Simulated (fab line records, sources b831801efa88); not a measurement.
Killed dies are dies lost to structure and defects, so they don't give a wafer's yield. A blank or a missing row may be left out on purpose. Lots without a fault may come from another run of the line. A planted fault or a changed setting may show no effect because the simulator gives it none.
fab line records | flow gf180mcu
record lots=24 wafers=72 last_day=34
route steps=602 shown M4@462 MIM@523 V5@565 TOP_METAL@571 PASSIVATION@599
lots that met no fault: from a run of the same line without faults
start_h: hours from the record's first day to the start of the lot's first wafer shown | wait_h: hours since the lot's step before | " the same as in the row above | L1.1+2: a row that stands for several wafers | - no value, or no start given | * or withheld: withheld | < > ~ a bound
route shown NAME@n: a module of which the file shows steps, and the number in the route of the first | usual: mean/standard deviation of fault-free wafers | same: alike in all rows | chamber/n: place in a boat | sites: the reading at each site | _std_site: their standard deviation | _edge_site: outer sites' mean less inner sites' | radius_mm: how far each site lies from the wafer's centre | mask NAME#n: copy n | behind: the tool/chamber that last shaped the wafer | hold: why the lot was held/for how many hours/how that ended | device: the transistor (n, p or np) that didn't switch | end of line: the same wafers' tests at the end of the route | a step without rows: its recipe alone | killed: dies lost to structure and defects at the first sort, not the wafer's yield | map: a wafer's dies, x killed, . not, _ none there
set.NAME: the setting as run; set.NAME@STEP: as run at that earlier step | model.NAME: the simulator's own value behind a step, which no gauge read
steps of the route over a sample of lots; a table a step, a row a wafer
services: from which hour (start_h, from the record's first day; less than 0 if before it) a tool's chamber was out of use, for how many hours, and why
## steps
# step GF_M4_THK_MEAS_06
# recipe thk_meas_gauge=xrf reads=AlCu_of_M4_SPUTTER_02
# usual M4_ALCU_THK=442/6.6
# columns lot.wafer tool chamber start_h wait_h M4_ALCU_THK[nm]
L074.1 film_metro-02 - 511.74 0.1 431
L074.4 " - " " 440
L074.5 " - " " 431
L075.3 film_metro-04 - 525.15 0.1 450
L075.5 " - " " 454
L075.6 " - " " 453
L076.2 film_metro-04 - 527.47 0.1 445
L076.4 " - " " 439
L076.5 " - " " 443
L077.1 film_metro-02 - 543.95 0.1 435
L077.2 " - " " 428
L077.4 " - " " 443
L078.1 film_metro-02 - 556.58 0.1 436
L078.2 " - " " 442
L078.4 " - " " 444
L079.1 film_metro-02 - 558.30 0.1 440
L079.2 " - " " 440
L079.4 " - " " 446
L080.2 film_metro-03 - 576.59 0.1 443
L080.5 " - " " 452
L080.6 " - " " 440
L081.1 film_metro-02 - 576.84 0.1 438
L081.4 " - " " 437
L081.6 " - " " 439
L082.1 film_metro-03 - 583.55 0.1 445
L082.4 " - " " 446
L082.5 " - " " 443
L083.1 film_metro-02 - 593.51 0.1 435
L083.2 " - " " 444
L083.4 " - " " 437
L084.1 film_metro-02 - 604.30 0.1 438
L084.4 " - " " 444
L084.6 " - " " 444
L085.2 film_metro-02 - 608.04 0.1 444
L085.3 " - " " 442
L085.4 " - " " 445
L086.4 film_metro-03 - 617.68 0.1 440
L086.5 " - " " 437
L086.6 " - " " 439
L087.1 film_metro-03 - 621.40 0.1 456
L087.2 " - " " 457
L087.3 " - " " 454
L088.1 film_metro-02 - 632.41 0.1 438
L088.2 " - " " 432
L088.4 " - " " 434
L089.3 film_metro-03 - 642.87 0.1 444
L089.5 " - " " 433
L089.6 " - " " 437
L090.2 film_metro-03 - 653.46 0.1 450
L090.4 " - " " 438
L090.5 " - " " 443
L091.1 film_metro-04 - 654.32 0.1 443
L091.4 " - " " 444
L091.6 " - " " 450
L092.2 film_metro-03 - 658.38 0.1 438
L092.4 " - " " 438
L092.5 " - " " 440
L093.1 film_metro-03 - 669.55 0.1 448
L093.2 " - " " 453
L093.5 " - " " 445
L094.1 film_metro-03 - 675.90 0.1 432
L094.4 " - " " 429
L094.5 " - " " 436
L095.1 film_metro-02 - 678.40 0.1 445
L095.3 " - " " 447
L095.6 " - " " 454
L096.1 film_metro-03 - 684.42 0.1 437
L096.5 " - " " 431
L096.6 " - " " 431
L097.2 film_metro-04 - 693.45 0.1 447
L097.4 " - " " 446
L097.6 " - " " 446
# step GF_MIM_STRIP_20
# recipe chemistry=O2/N2 power_w=1400 pressure_mtorr=1500 platen_temp_c=250 o2_flow_sccm=3000 n2_flow_sccm=300 overash_fraction=0.5
# usual drypump_motor_current_A=5.6/0.42 heater_power_w=306/39 oes_product_au=0.692/0.0046 strip_time_to_endpoint_s=11.23/0.045
# columns lot.wafer tool chamber start_h wait_h drypump_motor_current_A heater_power_w oes_product_au rf_hours_counter_h strip_time_to_endpoint_s
L074.1 plasma_asher-04 0 582.09 0.0 5.7 342 0.698 48 11.30
L074.4 " 0 " " 5.7 359 0.691 - 11.21
L074.5 " 0 " " 5.7 330 0.685 - 11.20
L075.3 plasma_asher-04 0 594.90 0.1 5.7 347 0.689 - 11.20
L075.5 " 1 " " 5.1 251 0.681 - 11.22
L075.6 " 0 " " 5.7 349 0.684 - 11.24
L076.2 plasma_asher-01 1 596.71 0.1 6.3 346 0.696 85 11.20
L076.4 " 1 " " 6.3 338 0.698 - 11.22
L076.5 " 0 " " 5.5 320 0.689 - 11.15
L077.1 plasma_asher-01 1 612.31 0.1 6.4 340 0.688 87 11.15
L077.2 " 0 " " 5.5 333 0.690 87 11.20
L077.4 " 1 " " 6.4 349 0.685 - 11.19
L078.1 plasma_asher-04 0 623.39 0.0 5.7 341 0.690 52 11.18
L078.2 " 1 " " 5.1 260 0.694 52 11.24
L078.4 " 1 " " 5.1 254 0.696 - 11.18
L079.1 plasma_asher-02 0 623.99 0.0 6.1 280 0.694 21 11.23
L079.2 " 1 " " 5.5 288 0.686 21 11.22
L079.4 " 1 " " 5.5 291 0.696 - 11.27
L081.1 plasma_asher-04 1 641.69 0.0 5.1 252 0.691 54 11.18
L081.4 " 0 " " 5.7 331 0.691 - 11.27
L081.6 " 1 " " 5.1 261 0.693 - 11.18
L080.2 plasma_asher-01 1 641.74 0.1 6.4 334 0.695 90 11.28
L080.5 " 0 " " 5.5 329 0.698 - 11.26
L080.6 " 1 " " 6.3 332 0.698 - 11.25
L082.1 plasma_asher-04 1 648.09 0.0 5.1 262 0.687 54 11.25
L082.4 " 0 " " 5.7 336 0.688 - 11.19
L082.5 " 1 " " 5.1 250 0.693 - 11.23
L083.1 plasma_asher-04 1 658.69 0.0 5.1 257 0.692 55 11.24
L083.2 " 0 " " 5.7 336 0.696 55 11.15
L083.4 " 0 " " 5.7 348 0.691 - 11.25
L084.1 plasma_asher-01 0 665.74 0.0 5.5 327 0.685 92 11.19
L084.4 " 1 " " 6.3 346 0.689 - 11.19
L084.6 " 0 " " 5.5 328 0.690 - 11.21
L085.2 plasma_asher-04 0 671.47 0.0 5.7 337 0.690 57 11.18
L085.3 " 0 " " 5.7 338 0.696 - 11.28
L085.4 " 1 " " 5.1 253 0.689 - 11.15
L086.4 plasma_asher-01 0 679.77 0.1 5.5 328 0.694 - 11.27
L086.5 " 0 " " 5.5 319 0.696 - 11.29
L086.6 " 1 " " 6.3 337 0.699 - 11.23
L087.1 plasma_asher-04 1 683.99 0.0 5.1 251 0.686 59 11.27
L087.2 " 0 " " 5.7 347 0.695 59 11.20
L087.3 " 1 " " 5.1 257 0.693 - 11.18
L088.1 plasma_asher-04 0 692.79 0.0 5.7 345 0.687 60 11.17
L088.2 " 1 " " 5.1 257 0.692 60 11.27
L088.4 " 1 " " 5.1 247 0.684 - 11.15
L089.3 plasma_asher-04 0 702.97 0.1 5.7 343 0.692 - 11.19
L089.5 " 1 " " 5.1 254 0.694 - 11.23
L089.6 " 0 " " 5.7 349 0.698 - 11.23
L090.2 plasma_asher-01 0 712.44 0.0 5.5 320 0.696 98 11.33
L090.4 " 0 " " 5.5 331 0.703 - 11.34
L090.5 " 0 " " 5.5 327 0.690 - 11.35
L091.1 plasma_asher-04 1 714.62 0.0 5.1 253 0.686 61 11.21
L091.4 " 0 " " 5.7 336 0.683 - 11.23
L091.6 " 0 " " 5.7 350 0.690 - 11.22
L092.2 plasma_asher-04 0 717.99 0.0 5.7 349 0.695 62 11.21
L092.4 " 1 " " 5.1 254 0.699 - 11.25
L092.5 " 0 " " 5.7 342 0.688 - 11.23
L093.1 plasma_asher-04 0 727.34 0.0 5.7 340 0.688 63 11.24
L093.2 " 1 " " 5.1 251 0.695 63 11.22
L093.5 " 1 " " 5.1 247 0.692 - 11.26
L094.1 plasma_asher-02 1 731.91 0.1 5.5 292 0.692 31 11.27
L094.4 " 1 " " 5.5 296 0.695 - 11.23
L094.5 " 1 " " 5.5 292 0.693 - 11.27
L095.1 plasma_asher-04 0 736.76 0.1 5.7 340 0.701 64 11.23
L095.3 " 1 " " 5.1 254 0.695 - 11.21
L095.6 " 1 " " 5.1 257 0.691 - 11.24
L096.1 plasma_asher-02 1 740.92 0.0 5.6 293 0.692 32 11.19
L096.5 " 0 " " 6.1 280 0.696 - 11.20
L096.6 " 1 " " 5.5 297 0.697 - 11.29
L097.2 plasma_asher-04 0 749.32 0.0 5.7 340 0.689 65 11.22
L097.4 " 1 " " 5.1 250 0.692 - 11.21
L097.6 " 1 " " 5.1 244 0.687 - 11.20
# step GF_V5_THK_MEAS_25
# recipe thk_meas_gauge=xrf reads=W_of_V5_CVD_23
# usual V5_W_THK=329/5.2
# columns lot.wafer tool chamber start_h wait_h V5_W_THK[nm]
L074.1 film_metro-02 - 625.80 0.1 319
L074.4 " - " " 322
L074.5 " - " " 324
L075.3 film_metro-03 - 639.04 0.1 326
L075.5 " - " " 331
L075.6 " - " " 328
L076.2 film_metro-03 - 640.32 0.1 330
L076.4 " - " " 337
L076.5 " - " " 329
L077.1 film_metro-03 - 655.82 0.1 330
L077.2 " - " " 338
L077.4 " - " " 329
L078.1 film_metro-01 - 665.68 0.1 326
L078.2 " - " " 326
L078.4 " - " " 331
L079.1 film_metro-01 - 666.57 0.1 334
L079.2 " - " " 327
L079.4 " - " " 328
L081.1 film_metro-01 - 682.84 0.1 332
L081.4 " - " " 333
L081.6 " - " " 332
L080.2 film_metro-02 - 684.48 0.1 326
L080.5 " - " " 330
L080.6 " - " " 337
L082.1 film_metro-02 - 689.57 0.1 331
L082.4 " - " " 334
L082.5 " - " " 327
L083.1 film_metro-03 - 699.78 0.1 336
L083.2 " - " " 330
L083.4 " - " " 329
L084.1 film_metro-01 - 705.82 0.1 336
L084.4 " - " " 327
L084.6 " - " " 338
L085.2 film_metro-03 - 711.72 0.1 333
L085.3 " - " " 328
L085.4 " - " " 332
L086.4 film_metro-02 - 718.99 0.1 327
L086.5 " - " " 328
L086.6 " - " " 326
L087.1 film_metro-02 - 723.39 0.1 332
L087.2 " - " " 334
L087.3 " - " " 337
L088.1 film_metro-02 - 732.62 0.1 328
L088.2 " - " " 324
L088.4 " - " " 326
L089.3 film_metro-03 - 741.51 0.1 329
L089.5 " - " " 337
L089.6 " - " " 330
L090.2 film_metro-03 - 750.16 0.1 336
L090.4 " - " " 337
L090.5 " - " " 331
L091.1 film_metro-02 - 752.13 0.1 327
L091.4 " - " " 322
L091.6 " - " " 329
L092.2 film_metro-01 - 754.71 0.1 327
L092.4 " - " " 324
L092.5 " - " " 319
L093.1 film_metro-02 - 763.70 0.1 327
L093.2 " - " " 321
L093.5 " - " " 319
L094.1 film_metro-03 - 767.78 0.1 340
L094.4 " - " " 337
L094.5 " - " " 335
L095.1 film_metro-01 - 773.06 0.1 327
L095.3 " - " " 327
L095.6 " - " " 327
L096.1 film_metro-02 - 777.13 0.1 323
L096.5 " - " " 325
L096.6 " - " " 322
L097.2 film_metro-02 - 783.95 0.1 320
L097.4 " - " " 324
L097.6 " - " " 323
# step GF_TOP_METAL_SPUTTER_04
# recipe material=TiN target_thk_nm=25 power_w=6500 time_s=20.8 chamber_pressure_pa=0.4
# usual cathode_dc_power_W=6500.0/1.2 throttle_valve_pct=29.7/0.87
# columns lot.wafer tool chamber start_h wait_h cathode_dc_power_W throttle_valve_pct
L074.1 pvd_sputter-01 - 626.35 0.0 6499.0 30.1
L074.4 " - " " 6500.5 29.1
L074.5 " - " " 6500.7 30.0
L075.3 pvd_sputter-01 - 639.58 0.0 6499.7 30.1
L075.5 " - " " 6498.9 29.1
L075.6 " - " " 6498.1 30.1
L076.2 pvd_sputter-03 - 640.86 0.0 6501.4 30.1
L076.4 " - " " 6499.8 30.9
L076.5 " - " " 6500.3 29.9
L077.1 pvd_sputter-04 - 656.38 0.0 6500.6 28.9
L077.2 " - " " 6498.7 28.9
L077.4 " - " " 6500.2 29.7
L078.1 pvd_sputter-04 - 666.24 0.0 6499.2 30.0
L078.2 " - " " 6499.3 28.7
L078.4 " - " " 6498.5 29.1
L079.1 pvd_sputter-03 - 667.12 0.0 6500.3 29.9
L079.2 " - " " 6498.6 30.9
L079.4 " - " " 6499.7 31.5
L081.1 pvd_sputter-04 - 683.39 0.0 6502.5 29.2
L081.4 " - " " 6499.1 28.6
L081.6 " - " " 6500.8 29.4
L080.2 pvd_sputter-04 - 685.12 0.0 6498.6 29.0
L080.5 " - " " 6498.9 29.1
L080.6 " - " " 6498.3 29.8
L082.1 pvd_sputter-03 - 690.13 0.0 6501.0 31.7
L082.4 " - " " 6499.9 30.2
L082.5 " - " " 6498.6 29.9
L083.1 pvd_sputter-04 - 700.33 0.0 6501.6 29.0
L083.2 " - " " 6499.8 30.2
L083.4 " - " " 6498.8 28.8
L084.1 pvd_sputter-04 - 706.38 0.0 6502.9 30.2
L084.4 " - " " 6498.1 29.8
L084.6 " - " " 6500.9 29.7
L085.2 pvd_sputter-04 - 712.46 0.0 6501.6 29.0
L085.3 " - " " 6500.0 29.8
L085.4 " - " " 6499.8 28.9
L086.4 pvd_sputter-04 - 719.51 0.0 6498.2 30.1
L086.5 " - " " 6499.6 28.8
L086.6 " - " " 6499.9 29.9
L087.1 pvd_sputter-03 - 723.94 0.0 6498.9 30.4
L087.2 " - " " 6499.8 31.8
L087.3 " - " " 6502.5 29.9
L088.1 pvd_sputter-03 - 733.18 0.0 6499.9 31.8
L088.2 " - " " 6497.4 30.0
L088.4 " - " " 6501.4 30.8
L089.3 pvd_sputter-04 - 742.04 0.0 6498.2 28.8
L089.5 " - " " 6500.6 30.1
L089.6 " - " " 6500.0 29.1
L090.2 pvd_sputter-01 - 750.70 0.0 6498.7 30.0
L090.4 " - " " 6499.6 28.3
L090.5 " - " " 6499.7 30.0
L091.1 pvd_sputter-01 - 752.68 0.0 6501.2 28.3
L091.4 " - " " 6500.9 30.2
L091.6 " - " " 6500.4 28.1
L092.2 pvd_sputter-01 - 755.26 0.0 6503.1 30.2
L092.4 " - " " 6501.2 30.2
L092.5 " - " " 6499.1 28.2
L093.1 pvd_sputter-01 - 764.25 0.0 6497.7 30.1
L093.2 " - " " 6500.6 29.9
L093.5 " - " " 6501.1 28.0
L094.1 pvd_sputter-04 - 768.33 0.0 6499.8 29.2
L094.4 " - " " 6501.5 29.8
L094.5 " - " " 6499.6 29.3
L095.1 pvd_sputter-03 - 773.61 0.0 6500.8 31.7
L095.3 " - " " 6499.5 30.9
L095.6 " - " " 6499.8 30.2
L096.1 pvd_sputter-01 - 778.15 0.0 6498.2 30.4
L096.5 " - " " 6498.1 28.2
L096.6 " - " " 6502.3 29.8
L097.2 pvd_sputter-04 - 784.49 0.0 6499.1 30.2
L097.4 " - " " 6498.4 29.4
L097.6 " - " " 6499.0 30.0
# step GF_TOP_METAL_CD_MEAS_14
# recipe target_cd_nm=440
# usual cd_nm=439.6/2.1
# columns lot.wafer tool chamber start_h wait_h cd_nm
L074.1 cd_sem-01 - 646.80 0.1 441.6
L074.4 " - " " 441.5
L074.5 " - " " 440.3
L075.3 cd_sem-01 - 658.96 0.1 441.9
L075.5 " - " " 442.0
L075.6 " - " " 442.9
L076.2 cd_sem-01 - 660.34 0.1 439.0
L076.4 " - " " 438.8
L076.5 " - " " 436.4
L077.1 cd_sem-01 - 675.39 0.1 439.7
L077.2 " - " " 440.8
L077.4 " - " " 440.3
L078.1 cd_sem-02 - 684.57 0.1 437.7
L078.2 " - " " 439.4
L078.4 " - " " 436.0
L079.1 cd_sem-01 - 685.97 0.1 444.4
L079.2 " - " " 442.3
L079.4 " - " " 441.6
L081.1 cd_sem-02 - 701.67 0.1 439.7
L081.4 " - " " 436.6
L081.6 " - " " 436.8
L080.2 cd_sem-01 - 703.44 0.1 438.2
L080.5 " - " " 436.5
L080.6 " - " " 437.4
L082.1 cd_sem-01 - 708.19 0.1 442.4
L082.4 " - " " 442.1
L082.5 " - " " 442.0
L083.1 cd_sem-02 - 718.64 0.1 439.9
L083.2 " - " " 437.5
L083.4 " - " " 440.7
L084.1 cd_sem-01 - 724.42 0.1 441.4
L084.4 " - " " 440.4
L084.6 " - " " 440.6
L085.2 cd_sem-01 - 730.23 0.1 439.7
L085.3 " - " " 441.6
L085.4 " - " " 441.4
L086.4 cd_sem-01 - 737.37 0.1 439.3
L086.5 " - " " 440.3
L086.6 " - " " 440.1
L087.1 cd_sem-02 - 741.06 0.1 441.9
L087.2 " - " " 441.8
L087.3 " - " " 437.5
L088.1 cd_sem-01 - 749.86 0.1 441.6
L088.2 " - " " 441.3
L088.4 " - " " 440.5
L089.3 cd_sem-02 - 758.55 0.1 435.8
L089.5 " - " " 437.8
L089.6 " - " " 439.5
L090.2 cd_sem-01 - 766.89 0.1 440.0
L090.4 " - " " 438.1
L090.5 " - " " 441.0
L091.1 cd_sem-01 - 769.46 0.1 439.6
L091.4 " - " " 439.0
L091.6 " - " " 439.7
L092.2 cd_sem-02 - 770.96 0.1 435.5
L092.4 " - " " 436.5
L092.5 " - " " 436.7
L093.1 cd_sem-02 - 779.87 0.1 438.3
L093.2 " - " " 438.6
L093.5 " - " " 437.8
L094.1 cd_sem-02 - 783.39 0.1 439.1
L094.4 " - " " 440.1
L094.5 " - " " 440.4
L095.1 cd_sem-02 - 789.07 0.1 438.4
L095.3 " - " " 439.6
L095.6 " - " " 439.5
L096.1 cd_sem-02 - 793.41 0.1 439.6
L096.5 " - " " 439.5
L096.6 " - " " 439.1
L097.2 cd_sem-01 - 799.74 0.1 440.1
L097.4 " - " " 445.0
L097.6 " - " " 444.1
# step GF_PASSIVATION_STRIP_12
# recipe chemistry=O2/N2 power_w=1400 pressure_mtorr=1500 platen_temp_c=250 o2_flow_sccm=3000 n2_flow_sccm=300 overash_fraction=0.5
# usual drypump_motor_current_A=5.7/0.43 heater_power_w=311/31 oes_product_au=0.719/0.0043 strip_time_to_endpoint_s=34.73/0.23
# columns lot.wafer tool chamber start_h wait_h drypump_motor_current_A heater_power_w oes_product_au rf_hours_counter_h strip_time_to_endpoint_s
L074.1 plasma_asher-02 0 666.84 0.1 6.1 283 0.709 26 34.72
L074.4 " 0 " " 6.2 281 0.723 - 34.92
L074.5 " 0 " " 6.2 276 0.716 - 34.62
L075.3 plasma_asher-04 0 679.64 0.2 5.7 340 0.723 - 34.97
L075.5 " 0 " " 5.7 352 0.715 - 34.65
L075.6 " 1 " " 5.1 257 0.712 - 34.81
L076.2 plasma_asher-04 0 681.66 0.1 5.7 345 0.724 58 34.72
L076.4 " 1 " " 5.1 254 0.715 - 34.49
L076.5 " 0 " " 5.7 352 0.717 - 34.58
L077.1 plasma_asher-01 1 695.56 0.1 6.4 339 0.716 96 34.82
L077.2 " 0 " " 5.5 323 0.712 96 34.58
L077.4 " 1 " " 6.4 338 0.726 - 34.80
L078.1 plasma_asher-01 1 704.54 0.1 6.4 338 0.716 97 34.74
L078.2 " 0 " " 5.5 330 0.719 97 34.44
L078.4 " 1 " " 6.4 336 0.725 - 34.59
L079.1 plasma_asher-01 1 705.36 0.1 6.4 337 0.723 98 34.46
L079.2 " 0 " " 5.5 326 0.721 98 34.47
L079.4 " 1 " " 6.3 327 0.722 - 34.45
L081.1 plasma_asher-04 0 721.10 0.1 5.7 343 0.715 62 34.26
L081.4 " 1 " " 5.1 259 0.727 - 34.67
L081.6 " 0 " " 5.7 343 0.718 - 34.19
L080.2 plasma_asher-04 1 722.40 0.1 5.1 256 0.725 62 34.98
L080.5 " 1 " " 5.1 249 0.721 - 34.70
L080.6 " 0 " " 5.7 336 0.714 - 34.51
L082.1 plasma_asher-01 1 727.70 0.1 6.3 337 0.718 100 34.53
L082.4 " 0 " " 5.5 322 0.717 - 34.82
L082.5 " 0 " " 5.5 327 0.720 - 34.57
L083.1 plasma_asher-02 1 737.90 0.1 5.5 298 0.719 32 34.75
L083.2 " 0 " " 6.1 289 0.717 32 34.67
L083.4 " 0 " " 6.1 285 0.718 - 34.68
L084.1 plasma_asher-01 1 743.45 0.1 6.4 337 0.721 102 34.76
L084.4 " 0 " " 5.5 324 0.719 - 34.75
L084.6 " 0 " " 5.5 324 0.712 - 34.44
L085.2 plasma_asher-01 0 748.50 0.1 5.5 321 0.720 103 34.74
L085.3 " 0 " " 5.5 324 0.718 - 34.98
L085.4 " 1 " " 6.3 333 0.719 - 34.65
L086.4 plasma_asher-01 1 756.49 0.2 6.3 344 0.717 - 34.79
L086.5 " 0 " " 5.5 330 0.713 - 35.05
L086.6 " 1 " " 6.3 333 0.721 - 34.66
L087.1 plasma_asher-01 0 759.24 0.1 5.5 320 0.717 104 34.52
L087.2 " 1 " " 6.3 336 0.722 104 34.60
L087.3 " 0 " " 5.5 324 0.720 - 34.50
L088.1 plasma_asher-02 0 767.89 0.1 6.1 286 0.723 35 34.53
L088.2 " 1 " " 5.6 288 0.715 35 34.72
L088.4 " 1 " " 5.5 289 0.724 - 34.41
L089.3 plasma_asher-01 1 776.39 0.2 6.3 340 0.723 - 34.82
L089.5 " 0 " " 5.5 318 0.723 - 34.93
L089.6 " 1 " " 6.3 333 0.726 - 34.58
L090.2 plasma_asher-02 0 783.71 0.1 6.1 287 0.725 37 35.03
L090.4 " 0 " " 6.1 291 0.721 - 34.68
L090.5 " 0 " " 6.1 284 0.711 - 35.11
L091.1 plasma_asher-01 1 786.34 0.1 6.3 338 0.728 106 35.12
L091.4 " 1 " " 6.4 328 0.721 - 34.89
L091.6 " 1 " " 6.4 345 0.730 - 35.09
L092.2 plasma_asher-04 0 788.06 0.1 5.7 340 0.724 69 34.87
L092.4 " 0 " " 5.7 334 0.714 - 35.00
L092.5 " 1 " " 5.1 255 0.714 - 35.15
L093.1 plasma_asher-02 0 796.71 0.1 6.1 290 0.720 38 34.95
L093.2 " 1 " " 5.5 294 0.716 38 34.80
L093.5 " 1 " " 5.5 291 0.720 - 34.81
L094.1 plasma_asher-04 0 799.75 0.1 5.7 351 0.717 70 34.46
L094.4 " 0 " " 5.7 341 0.726 - 34.21
L094.5 " 0 " " 5.7 346 0.716 - 34.40
L095.1 plasma_asher-01 1 805.80 0.1 6.3 331 0.723 108 34.96
L095.3 " 0 " " 5.5 319 0.719 - 34.76
L095.6 " 0 " " 5.5 323 0.719 - 34.77
L096.1 plasma_asher-04 1 809.79 0.1 5.1 254 0.717 71 34.59
L096.5 " 1 " " 5.1 257 0.717 - 34.81
L096.6 " 0 " " 5.7 346 0.717 - 34.89
L097.2 plasma_asher-02 1 815.75 0.1 5.5 293 0.713 40 35.30
L097.4 " 1 " " 5.5 299 0.723 - 34.97
L097.6 " 1 " " 5.5 296 0.714 - 35.48
## services
# columns tool chamber start_h hours kind
pvd_sputter-01 - 569.74 3.5 repair
pvd_sputter-01 3 598.47 - consumable_replace:kit
pvd_sputter-01 3 598.47 18.0 scheduled_down
pvd_sputter-01 3 598.47 18.0 vent_cycle
pvd_sputter-03 - 608.51 2.6 repair
plasma_asher-01 - 621.51 2.8 pm
pvd_sputter-03 - 648.55 2.0 repair
plasma_asher-02 - 673.40 15.6 pm
pvd_sputter-01 - 682.62 8.0 repair
pvd_sputter-03 0 684.07 - consumable_replace:kit
pvd_sputter-03 - 695.63 1.8 repair
pvd_sputter-03 - 703.59 0.7 repair
pvd_sputter-03 - 706.05 1.3 repair
plasma_asher-01 - 707.49 1.2 repair
plasma_asher-04 - 709.19 2.6 repair
pvd_sputter-03 - 749.01 15.2 repair
pvd_sputter-01 2 750.73 - consumable_replace:kit
pvd_sputter-01 2 750.73 18.0 scheduled_down
pvd_sputter-01 2 750.73 18.0 vent_cycle
pvd_sputter-04 1 754.06 - consumable_replace:kit
pvd_sputter-04 1 754.06 18.0 scheduled_down
pvd_sputter-04 1 754.06 18.0 vent_cycle
pvd_sputter-03 - 774.35 1.2 repair
plasma_asher-02 - 785.74 0.8 repair
## key
fault none
